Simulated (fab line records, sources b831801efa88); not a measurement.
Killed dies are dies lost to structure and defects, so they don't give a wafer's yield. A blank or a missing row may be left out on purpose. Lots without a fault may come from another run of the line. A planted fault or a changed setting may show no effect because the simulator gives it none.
One fault seen from 2 desks | flow gf180mcu | each desk has only its own numbers; what lay behind them comes last

THE METROLOGY DESK
What the gauges read, lot by lot, whatever tool the lot ran on: means of the sampled wafers that have a number. A lot is out of limits, marked OUT, if its mean lies more than 4 standard deviations from the usual mean; the brackets give that distance.
Columns: A = V3_W_RS at GF_V3_RS_MEAS_24, usual 0.327 ohm/sq; B = M4_ALCU_RS at GF_M4_RS_MEAS_05, usual 0.0696 ohm/sq
lot  | first seen here | A     | B
L275 | day 22 08:17    | 0.327 | 0.0695
L276 | day 22 19:20    | 0.327 | 0.0701
L277 | day 22 22:34    | 0.327 | 0.0699
L278 | day 23 02:37    | 0.329 | 0.0693
L279 | day 24 02:45    | 0.330 | 0.0694
L280 | day 24 02:46    | 0.325 | 0.0698
L284 | day 25 14:34    | 0.329 | 0.0704
L288 | day 26 21:01    | 0.332 | 0.0700
L290 | day 27 15:32    | 0.325 | 0.0703
L291 | day 27 23:34    | 0.327 | 0.0695
L295 | day 28 22:50    | 0.329 | 0.0699
This desk's finding: nothing out of limits on any of the 11 lots.

THE TOOL OWNER'S DESK: rie_metal-03
The tool's own readings at GF_M5_METAL_ETCH_10 (etches the open film in Cl2/BCl3, stops on SiO2, target depth 627.5 nm, time 104.6 s): means of the sampled wafers that have a number, for each lot that ran on this tool. A lot is out of limits, marked OUT, if its mean lies more than 4 standard deviations from the usual mean; the brackets give that distance.
Columns: A = chamber_pressure_mTorr at GF_M5_METAL_ETCH_10, usual 8.000 mTorr; B = drypump_motor_current_A at GF_M5_METAL_ETCH_10, usual 5.9 A; C = oes_product_au at GF_M5_METAL_ETCH_10, usual 0.971 a.u.; D = throttle_valve_pct at GF_M5_METAL_ETCH_10, usual 28.248 %
lot  | first seen here | A     | B   | C     | D
L278 | day 26 22:00    | 7.998 | 5.5 | 0.969 | 28.240
L279 | day 27 18:49    | 7.997 | 5.5 | 0.975 | 28.254
L288 | day 30 07:23    | 8.001 | 5.5 | 0.972 | 28.249
This desk's finding: nothing out of limits on any of the 3 lots.

PUT TOGETHER
The metrology desk saw nothing out of limits.
The tool owner's desk saw nothing out of limits.

WHAT THE SIMULATOR HAD PUT IN
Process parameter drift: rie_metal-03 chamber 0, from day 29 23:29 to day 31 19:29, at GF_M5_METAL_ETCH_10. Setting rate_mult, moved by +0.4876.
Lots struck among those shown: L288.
